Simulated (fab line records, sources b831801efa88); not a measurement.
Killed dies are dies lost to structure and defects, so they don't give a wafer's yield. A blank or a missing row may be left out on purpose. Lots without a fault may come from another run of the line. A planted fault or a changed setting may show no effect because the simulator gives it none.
Which tool did it? | flow gf180mcu | 12 lots, 36 wafers sampled, at 7 steps of a route of 602

WHAT THE GAUGES READ, wafer by wafer
GF_VT_IMPLANT_OVL_MEAS_07. Usual: VT_IMPLANT_OVL 0.1 nm, standard deviation 1.7.
lot  | measured     | on         | VT_IMPLANT_OVL (nm) | flag
L226 | day 5 21:25  | overlay-02 | -4.3 -4.0 -3.3      |
L232 | day 7 09:26  | overlay-01 | 0.9 1.1 1.3         |
L233 | day 7 15:29  | overlay-02 | 2.8 0.6 2.2         |
L234 | day 7 20:39  | overlay-01 | 1.0 0.6 -0.1        |
L239 | day 9 03:01  | overlay-01 | - - -               | OFF
L240 | day 9 10:00  | overlay-01 | - - -               | OFF
L241 | day 9 17:56  | overlay-01 | - - -               | OFF
L244 | day 10 13:59 | overlay-02 | -0.2 0.6 0.8        |
L245 | day 10 17:44 | overlay-02 | -0.3 1.4 0.6        |
L246 | day 10 23:06 | overlay-01 | -2.8 -2.3 -2.8      |
L247 | day 11 06:53 | overlay-02 | -1.0 -2.2 -1.4      |
L248 | day 11 14:20 | overlay-01 | -1.9 -0.8 -1.7      |

GF_VT_IMPLANT_TW_MEAS_21. Usual: VT_IMPLANT_2_TW 1207, standard deviation 11.
lot  | measured     | on            | VT_IMPLANT_2_TW               | flag
L226 | day 6 12:36  | film_metro-01 | 1193 1202 1194                |
L232 | day 8 01:28  | film_metro-01 | 1201 1206 1207                |
L233 | day 8 07:50  | film_metro-03 | 1203 1214 1210                |
L234 | day 8 13:35  | film_metro-01 | 1202 1205 1209                |
L239 | day 9 20:20  | film_metro-03 | 1243 1239 1235                |
L240 | day 10 04:03 | film_metro-04 | 1257 1248 1248 1248 1258 1246 | OFF
L241 | day 10 12:22 | film_metro-03 | 1227 1233 1229                |
L244 | day 11 08:41 | film_metro-01 | 1208 1205 1209                |
L245 | day 11 12:32 | film_metro-04 | 1220 1221 1223                |
L246 | day 11 18:26 | film_metro-03 | 1197 1195 1202                |
L247 | day 12 01:20 | film_metro-03 | 1198 1200 1204                |
L248 | day 12 09:56 | film_metro-01 | 1198 1199 1195                |

GF_VT_IMPLANT_TW_MEAS_32. Usual: VT_IMPLANT_3_TW 267.4, standard deviation 2.5.
lot  | measured     | on            | VT_IMPLANT_3_TW                     | flag
L226 | day 7 03:39  | film_metro-04 | 269.2 268.7 269.6                   |
L232 | day 8 17:50  | film_metro-01 | 264.9 264.4 266.0                   |
L233 | day 9 00:23  | film_metro-03 | 265.7 265.2 265.7                   |
L234 | day 9 06:14  | film_metro-01 | 265.2 266.2 265.8                   |
L239 | day 10 14:27 | film_metro-03 | 570.3 569.0 567.9 571.3 568.7 571.6 | OFF
L240 | day 10 22:41 | film_metro-04 | 580.0 580.2 581.3 581.0 579.8 579.8 | OFF
L241 | day 11 07:14 | film_metro-04 | 585.0 582.6 583.7 581.0 582.3 580.5 | OFF
L244 | day 12 03:47 | film_metro-03 | 266.9 265.8 267.1                   |
L245 | day 12 07:43 | film_metro-03 | 265.6 264.5 264.6                   |
L246 | day 12 14:09 | film_metro-01 | 265.1 265.6 266.1                   |
L247 | day 12 21:23 | film_metro-03 | 265.5 266.6 265.9                   |
L248 | day 13 06:38 | film_metro-04 | 270.5 269.0 270.7                   |

GF_M1_OVL_MEAS_15. Usual: M1_OVL 0 nm, standard deviation 5.9.
lot  | measured     | on         | M1_OVL (nm) | flag
L226 | day 17 09:23 | overlay-02 | -1 -3 -3    |
L232 | day 19 15:54 | overlay-02 | -1 0 -6     |
L233 | day 20 04:16 | overlay-02 | 1 7 1       |
L234 | day 20 11:40 | overlay-02 | -4 2 -2     |
L244 | day 24 00:33 | overlay-01 | -6 -1 -4    |
L245 | day 24 03:43 | overlay-02 | -9 -6 -6    |
L246 | day 24 12:22 | overlay-01 | 6 5 2       |
L247 | day 24 20:25 | overlay-01 | -4 4 -1     |
L248 | day 25 08:10 | overlay-02 | -10 -10 -9  |

GF_M2_THK_MEAS_06: measures by xrf. Usual: M2_ALCU_THK 453 nm, standard deviation 5.7.
lot  | measured     | on            | M2_ALCU_THK (nm) | flag
L226 | day 18 11:58 | film_metro-04 | 458 459 464      |
L232 | day 20 19:47 | film_metro-03 | 445 444 445      |
L233 | day 21 08:07 | film_metro-03 | 459 460 455      |
L234 | day 21 15:00 | film_metro-02 | 453 460 453      |
L244 | day 25 00:43 | film_metro-03 | 451 454 458      |
L245 | day 25 05:14 | film_metro-03 | 459 463 460      |
L246 | day 25 13:43 | film_metro-04 | 462 458 459      |
L247 | day 25 20:54 | film_metro-04 | 451 445 447      |
L248 | day 26 09:46 | film_metro-02 | 456 448 457      |

WHICH TOOL RAN EACH LOT (tool, then ch and the chambers of the sampled wafers, then the start)
lot  | GF_VT_IMPLANT_COAT_02             | GF_M1_METAL_ETCH_16
L226 | litho_track-02 ch 0, day 5 14:32  | rie_metal-01 ch 0,1, day 17 09:27
L232 | litho_track-02 ch 0, day 7 01:47  | rie_metal-01 ch 0,1, day 19 15:56
L233 | litho_track-01 ch 0, day 7 07:53  | rie_metal-04 ch 1, day 20 04:17
L234 | litho_track-04 ch 0, day 7 12:37  | rie_metal-04 ch 0,1, day 20 11:41
L239 | litho_track-02, day 8 18:20       | -
L240 | litho_track-02, day 9 01:05       | -
L241 | litho_track-02, day 9 09:14       | -
L244 | litho_track-04 ch 0, day 10 04:29 | rie_metal-04 ch 0,1, day 24 00:35
L245 | litho_track-04 ch 0, day 10 08:56 | rie_metal-03 ch 0,1, day 24 03:44
L246 | litho_track-02 ch 0, day 10 13:35 | rie_metal-04 ch 0,1, day 24 12:26
L247 | litho_track-04 ch 0, day 10 21:31 | rie_metal-04 ch 0,1, day 24 20:26
L248 | litho_track-04 ch 0, day 11 05:02 | rie_metal-04 ch 1, day 25 08:11
- GF_VT_IMPLANT_COAT_02: resist thk 1000 nm.
- GF_M1_METAL_ETCH_16: etches the open film in Cl2/BCl3, stops on SiO2, target depth 750.8 nm, time 125.1 s.

WHAT THE TOOLS THEMSELVES READ (means of the sampled wafers that have a number; where no wafer has one, the mark that the record gives instead)
GF_VT_IMPLANT_COAT_02. Usual: chill_plate_temp_C 23.00 C, standard deviation 0.11; dispense_pressure_kPa 50.0 kPa, standard deviation 1.3.
lot  | tool           | chill_plate_temp_C (C) | dispense_pressure_kPa (kPa) | flag
L226 | litho_track-02 | 23.02                  | 49.9                        |
L232 | litho_track-02 | 23.06                  | 49.9                        |
L233 | litho_track-01 | 22.91                  | 47.1                        |
L234 | litho_track-04 | 23.06                  | 51.3                        |
L239 | litho_track-02 | -                      | -                           | OFF
L240 | litho_track-02 | -                      | -                           | OFF
L241 | litho_track-02 | -                      | -                           | OFF
L244 | litho_track-04 | 22.96                  | 51.3                        |
L245 | litho_track-04 | 23.05                  | 51.3                        |
L246 | litho_track-02 | 23.02                  | 49.8                        |
L247 | litho_track-04 | 22.92                  | 51.3                        |
L248 | litho_track-04 | 22.95                  | 51.3                        |

GF_M1_METAL_ETCH_16. Usual: drypump_motor_current_A 5.3 A, standard deviation 0.36; oes_product_au 0.989 a.u., standard deviation 0.0048; throttle_valve_pct 28.231 %, standard deviation 0.0099.
lot  | tool         | drypump_motor_current_A (A) | oes_product_au (a.u.) | throttle_valve_pct (%) | flag
L226 | rie_metal-01 | 5.2                         | 0.990                 | 28.237                 |
L232 | rie_metal-01 | 5.4                         | 0.988                 | 28.236                 |
L233 | rie_metal-04 | 5.0                         | 0.989                 | 28.233                 |
L234 | rie_metal-04 | 5.1                         | 0.987                 | 28.222                 |
L244 | rie_metal-04 | 5.1                         | 0.993                 | 28.227                 |
L245 | rie_metal-03 | 6.0                         | 0.991                 | 28.233                 |
L246 | rie_metal-04 | 5.1                         | 0.989                 | 28.236                 |
L247 | rie_metal-04 | 5.1                         | 1.000                 | 28.225                 |
L248 | rie_metal-04 | 5.0                         | 0.987                 | 28.225                 |

THE ANSWER, worked out from the rows above alone
Rule: a lot is off if the mean of its wafers that have a number lies more than 3 standard deviations from the usual mean. A lot without any number at a reading at which 4 lots or more have one is off too. The other lots that the step has rows for count as sound. The gauges are gone through in route order, then the tools' own readings, and for those a lot's mean is taken as printed above. The first step at which some lot is off is used, and at that step the reading that is off furthest; a lot without a number counts as furthest.
Off: L239, L240, L241, at GF_VT_IMPLANT_OVL_MEAS_07 (VT_IMPLANT_OVL). Without a number there: L239, L240, L241.
A tool fits if, at a process step before that reading, it ran every lot that is off, and no sound lot after the first of them. The gauges at GF_VT_IMPLANT_OVL_MEAS_07 aren't tried: what is off there is off at GF_VT_IMPLANT_TW_MEAS_32 too, on other tools, and a gauge's error can't cause that. None of those tried fits.

WHAT THE SIMULATOR HAD PUT IN
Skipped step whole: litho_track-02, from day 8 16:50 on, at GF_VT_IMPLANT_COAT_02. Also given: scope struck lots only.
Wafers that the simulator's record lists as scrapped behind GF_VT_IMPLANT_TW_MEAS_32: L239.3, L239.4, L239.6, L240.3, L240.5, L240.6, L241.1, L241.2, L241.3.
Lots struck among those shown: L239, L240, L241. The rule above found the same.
